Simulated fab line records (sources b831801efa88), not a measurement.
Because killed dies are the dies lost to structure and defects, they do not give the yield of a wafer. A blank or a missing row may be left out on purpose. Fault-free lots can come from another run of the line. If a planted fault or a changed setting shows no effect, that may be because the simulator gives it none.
Comparing a struck lot with a sound one | flow sfqLine | 41 out of 325 route steps
Sound: wafers L274.1, L274.2, L274.3. Struck: wafers L285.1, L285.2, L285.5. The cause comes at the end.
Per side, at each step with rows, come the tool, then ch with its chambers, and then its first start. Under that, the readings that differ: sound wafers | struck wafers | difference of the means | sigmas: that difference in standard deviations of wafers without a fault.
alike: readings whose means differ by less than 2 such deviations, and words and numbers that are the same on both sides. not compared: withheld readings, readings that some wafer has no value for, bounds like >300 that may hide the same value, and numbers for which the record gives no deviation and whose values overlap.
A row with sigmas, a row that says differs or no value, or rows on one side alone: a step with any of these is where the two part. Numbers that don't overlap but have no deviation are shown without sigmas and don't part them. A reading that every wafer of one side lacks parts them only if that side has two wafers or more.

first, 1 step without rows for these wafers: SFQ_TRILAYER_M3_DEP_PRE_CLEAN_074 (time 22.5 s).
SFQ_TRILAYER_M3_DEP_SPUTTER_073: material Nb, target thk 200 nm, time 133.3 s.
  sound: pvdSputter-04 at day 27 04:16; struck: pvdSputter-04 at day 31 14:31
  alike: throttleValvePct
SFQ_M3_RS_MEAS_919: measurement is done with a four-point probe.
  sound: filmMetro-04 at day 27 04:22; struck: filmMetro-04 at day 31 14:37
  alike: M3_NB_RS
then, 6 steps without rows for these wafers: SFQ_TRILAYER_M3_LITHO_COAT_080 (resist thk 62 nm); SFQ_TRILAYER_M3_LITHO_COAT_075 (resist thk 600 nm); SFQ_TRILAYER_M3_LITHO_SOFTBAKE_079; SFQ_TRILAYER_M3_LITHO_EXPOSE_076 (exposes mask M3, target cd 500 nm); SFQ_TRILAYER_M3_LITHO_PEB_078 (peb time 60 s); SFQ_TRILAYER_M3_LITHO_DEVELOP_077 (time 60 s).
-- the record jumps here: 3 days lie between the struck wafers' starts before and after --
SFQ_M3_OVL_MEAS_921:
  sound: overlay-01 at day 29 02:36; struck: overlay-01 at day 34 02:48
  alike: M3_OVL
SFQ_TRILAYER_M3_BARC_OPEN_METAL_ETCH_100: etches BARC in O2, target depth 125 nm, time 41.7 s.
  sound on rieMetal-04 ch 0,1, day 29 02:38; struck on rieMetal-03 ch 0,1, day 34 02:50
  alike: biasW, chamberPressureMTorr, drypumpMotorCurrentA, oesProductAu
  not compared: rfHoursCounterH
SFQ_TRILAYER_M3_ETCH_METAL_ETCH_078: etches Nb in Cl2/Ar, stops on SiO2, target depth 240 nm, time 120 s.
  sound on rieMetal-04 ch 0,1, day 29 02:42; struck on rieMetal-03 ch 0,1, day 34 02:54
  no value came back on the struck wafers for any of 5 readings (biasW (W), chamberPressureMTorr (mTorr) and others); on the sound wafers biasW (W) reads 80.05 80.21 80.34
reading                                            | sound             | struck            | difference | sigmas
model.KrF_of_TRILAYER_M3_LITHO_COAT_075.thkNm (nm) | 380.1 382.7 382.5 | 523.9 524.1 522.9 | +141.9     | 
  not compared: rfHoursCounterH
then, 2 steps without rows for these wafers: SFQ_TRILAYER_M3_STRIP_STRIP_079 (strips in O2); SFQ_TRILAYER_M3_STRIP_SOLV_CLEAN_080 (cleans in NMP, time 600 s).
SFQ_TRILAYER_I3_DEP_PECVD_081: deposits SiO2 from SiH4/N2O, time 111.11 s, target thk 500 nm.
  sound on pecvd-04 ch 0,1,2, day 29 03:36; struck on pecvd-04 ch 1,2, day 34 03:48
  alike: heaterPowerW, throttleValvePct
then, 1 step without rows for these wafers: SFQ_TRILAYER_I3_CMP_CMP_082 (polishes SiO2).
SFQ_I3_BOW_MEAS_922:
  sound: filmMetro-02 at day 29 14:41; struck: filmMetro-01 at day 35 04:28
  alike: I3_BOW
SFQ_TRILAYER_I3_METRO_MEASURE_083:
  sound: filmMetro-02 at day 29 14:48; struck: filmMetro-01 at day 35 04:35
  alike: thkNm
then, 6 steps without rows for these wafers: SFQ_TRILAYER_I3_VIA_LITHO_COAT_090 (resist thk 62 nm); SFQ_TRILAYER_I3_VIA_LITHO_COAT_085 (resist thk 650 nm); SFQ_TRILAYER_I3_VIA_LITHO_SOFTBAKE_089; SFQ_TRILAYER_I3_VIA_LITHO_EXPOSE_086 (exposes mask I3, target cd 500 nm); SFQ_TRILAYER_I3_VIA_LITHO_PEB_088 (peb time 60 s); SFQ_TRILAYER_I3_VIA_LITHO_DEVELOP_087 (time 60 s).
-- the record jumps here: 4 days lie between the struck wafers' starts before and after --
SFQ_I3_OVL_MEAS_923:
  sound: overlay-02 at day 31 14:36; struck: overlay-02 at day 38 19:55
  alike: I3_OVL
then, 6 steps without rows for these wafers: SFQ_TRILAYER_I3_VIA_BARC_OPEN_VIA_ETCH_121 (etches BARC in O2, target depth 125 nm, time 41.7 s); SFQ_TRILAYER_I3_VIA_ETCH_VIA_ETCH_088 (etches SiO2 in CHF3, stops on Nb, target depth 260 nm); SFQ_TRILAYER_I3_VIA_STRIP_STRIP_089 (strips in O2); SFQ_TRILAYER_I3_VIA_STRIP_SOLV_CLEAN_090 (cleans in NMP, time 600 s); SFQ_TRILAYER_M4_DEP_PRE_CLEAN_092 (time 22.5 s); SFQ_TRILAYER_M4_DEP_SPUTTER_091 (material Nb, target thk 200 nm, time 133.3 s).
SFQ_M4_RS_MEAS_924: measurement is done with a four-point probe.
  sound: filmMetro-03 at day 31 15:41; struck: filmMetro-04 at day 38 21:00
reading           | sound             | struck            | difference | sigmas
M4_NB_RS (ohm/sq) | 0.895 0.898 0.889 | 0.875 0.872 0.878 | -0.019     | -3
then, 6 steps without rows for these wafers: SFQ_TRILAYER_M4_LITHO_COAT_098 (resist thk 62 nm); SFQ_TRILAYER_M4_LITHO_COAT_093 (resist thk 600 nm); SFQ_TRILAYER_M4_LITHO_SOFTBAKE_097; SFQ_TRILAYER_M4_LITHO_EXPOSE_094 (exposes mask M4, target cd 500 nm); SFQ_TRILAYER_M4_LITHO_PEB_096 (peb time 60 s); SFQ_TRILAYER_M4_LITHO_DEVELOP_095 (time 60 s).
-- the record jumps here: 5 days lie between the struck wafers' starts before and after --
SFQ_M4_OVL_MEAS_926:
  sound: overlay-01 at day 34 04:00; struck: overlay-01 at day 43 20:34
reading     | sound       | struck | difference | sigmas
M4_OVL (nm) | -13 -14 -11 | 4 9 11 | +21        | +3
SFQ_TRILAYER_M4_BARC_OPEN_METAL_ETCH_123: etches BARC in O2, target depth 125 nm, time 41.7 s.
  sound on rieMetal-04 ch 0,1, day 34 04:02; struck on rieMetal-01 ch 0,1, day 43 20:36
  alike: biasW, chamberPressureMTorr, drypumpMotorCurrentA, oesProductAu
  not compared: rfHoursCounterH
-- the record jumps here: 35 days lie between the struck wafers' starts before and after --
SFQ_M8_BOW_MEAS_951:
  sound: filmMetro-02 at day 75 19:28; struck: filmMetro-03 at day 79 02:47
reading                     | sound    | struck | difference | sigmas
model.etest.m3.combLog10Ohm | 12 12 12 | 0 0 0  | -12        | 
  alike: M8_BOW

## WHERE THEY PART
At SFQ_TRILAYER_M3_ETCH_METAL_ETCH_078 first; at SFQ_M4_OVL_MEAS_926 last (within this record only). Later steps at which nothing parts them and some readings are alike: SFQ_TRILAYER_M4_BARC_OPEN_METAL_ETCH_123, SFQ_M8_BOW_MEAS_951.

WHY: whatever the simulator had introduced
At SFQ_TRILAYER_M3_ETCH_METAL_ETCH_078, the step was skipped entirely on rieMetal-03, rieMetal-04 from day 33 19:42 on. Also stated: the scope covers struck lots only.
